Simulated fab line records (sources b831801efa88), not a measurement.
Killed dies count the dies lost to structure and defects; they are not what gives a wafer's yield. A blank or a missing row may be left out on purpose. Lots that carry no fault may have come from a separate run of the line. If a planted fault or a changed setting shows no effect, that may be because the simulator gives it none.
Problem report in the 8D (eight disciplines) form, filled by code || flow gf180mcu || the parts of the form that need people (team, actions taken, sign-off) are left out

1. WHAT IS WRONG
HV_LDD_CVD_56_THK at GF_HV_LDD_THK_MEAS_57 reads a mean of 49.1 nm on 6 wafers of 2 lots; wafers without a fault read 89.9 nm with a standard deviation of 0.81. Relative to the usual mean, that is a shift of -50 standard deviations.
Earliest sighting: wafer L281.1 on filmMetro-02 at day 15 17:13. Wafers with a number at this step in the record: 33, from 11 lots. The rule behind "out" and "out of limits": a value lying over 4 standard deviations away from the usual mean. Any other wafer with a number is counted as sound.

2. WHAT THIS IS AND IS NOT
{"question": "which readings at this step", "is": "HV_LDD_CVD_56_THK", "is not": "-"}
{"question": "which lots", "is": "L280, L281", "is not": "L275, L278, L279, L283, L289, L292, L293, L294, L295"}
{"question": "which wafers of those lots", "is": "all that have a number", "is not": "-"}
{"question": "read on which gauges", "is": "filmMetro-01, filmMetro-02", "is not": "filmMetro-03"}
{"question": "when", "is": "from day 15 17:13", "is not": "up to then (9 sound wafers); but 18 sound wafers of L283, L289, L292, L293, L294, L295 came after"}

3. THE SUSPECTS, EACH WITH WHAT RULES IT OUT
Counting: a tool at any process step up to the reading remains a suspect when it ran all the lots that are out and ran no sound lot after the first of those.
- ruled out: the gauge at GF_HV_LDD_THK_MEAS_57. 2 gauges (filmMetro-01, filmMetro-02) read the wafers that are out.
- lpcvd-02 at GF_HV_LDD_CVD_56 (deposits Si3N4 from DCS/NH3, target thk 90 nm, time 1543 s): ruled out as a lasting fault. Following L280 (day 15 15:47), the first lot on it that is out, the sound lots L294, L295 were run on it.
Left after counting: nothing in the record.

4. THE CAUSE (what the simulator had put in)
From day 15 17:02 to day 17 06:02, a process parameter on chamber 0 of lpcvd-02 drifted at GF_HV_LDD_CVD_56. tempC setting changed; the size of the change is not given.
Counting ruled it out, wrongly: the rule takes a fault to strike every lot that its tool runs from its start on, and this one did not.

5. THE EFFECT CHAIN, in route order
One row per reading whose mean, taken over the struck wafers that have a number, lies over 3 standard deviations from the usual. Scope: only readings with a usual standard deviation given in the record; hours: median across lots of the time from each lot's start at the first step in this table that gives one to its start at this step; sigmas: change in usual standard deviations.
{"hours": 0, "step": "GF_HV_LDD_CVD_56", "reading": "spikeTcBottomC", "usual": "789 C", "on struck wafers": 753, "change": -36, "sigmas": -8.3}
{"hours": 0, "step": "GF_HV_LDD_CVD_56", "reading": "spikeTcCentreC", "usual": "770.0 C", "on struck wafers": 740.1, "change": -29.9, "sigmas": -27}
{"hours": 0, "step": "GF_HV_LDD_CVD_56", "reading": "spikeTcLowerC", "usual": "770.9 C", "on struck wafers": 742.2, "change": -28.7, "sigmas": -18}
{"hours": 0, "step": "GF_HV_LDD_CVD_56", "reading": "spikeTcTopC", "usual": "785 C", "on struck wafers": 755, "change": -30, "sigmas": -9.8}
{"hours": 0, "step": "GF_HV_LDD_CVD_56", "reading": "spikeTcUpperC", "usual": "769.6 C", "on struck wafers": 739.9, "change": -29.7, "sigmas": -25}
{"hours": 0, "step": "GF_HV_LDD_CVD_56", "reading": "susceptorTempC", "usual": "770.0 C", "on struck wafers": 739.9, "change": -30.1, "sigmas": -94}
{"hours": 1, "step": "GF_HV_LDD_THK_MEAS_57", "reading": "HV_LDD_CVD_56_THK", "usual": "89.9 nm", "on struck wafers": 49.1, "change": -40.8, "sigmas": -50}
{"hours": 1, "step": "GF_HV_LDD_ETCHBACK_58", "reading": "oesProductAu", "usual": "0.842 a.u.", "on struck wafers": 0.628, "change": -0.214, "sigmas": -33}
{"hours": 1, "step": "GF_HV_LDD_ETCHBACK_58", "reading": "throttleValvePct", "usual": "10.560 %", "on struck wafers": 10.527, "change": -0.033, "sigmas": -3.6}
Process steps it contains:
- GF_HV_LDD_CVD_56: deposits Si3N4 from DCS/NH3, target thk 90 nm, time 1543 s.
- GF_HV_LDD_ETCHBACK_58: etches Si3N4 in CH3F/O2, stops on SiO2, time 100 s, target depth 90 nm.

6. HOW IT WOULD HAVE BEEN CAUGHT EARLIER
In this record the first reading out of limits at a measuring or inspecting step was taken at day 15 17:13, 0 hours after the fault began at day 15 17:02.
Tool's own readings at GF_HV_LDD_CVD_56, spikeTcBottomC, spikeTcCentreC, spikeTcLowerC, spikeTcTopC, spikeTcUpperC, susceptorTempC: out on all struck wafers the step has rows for; an alarm limit on them would have tripped on the first.
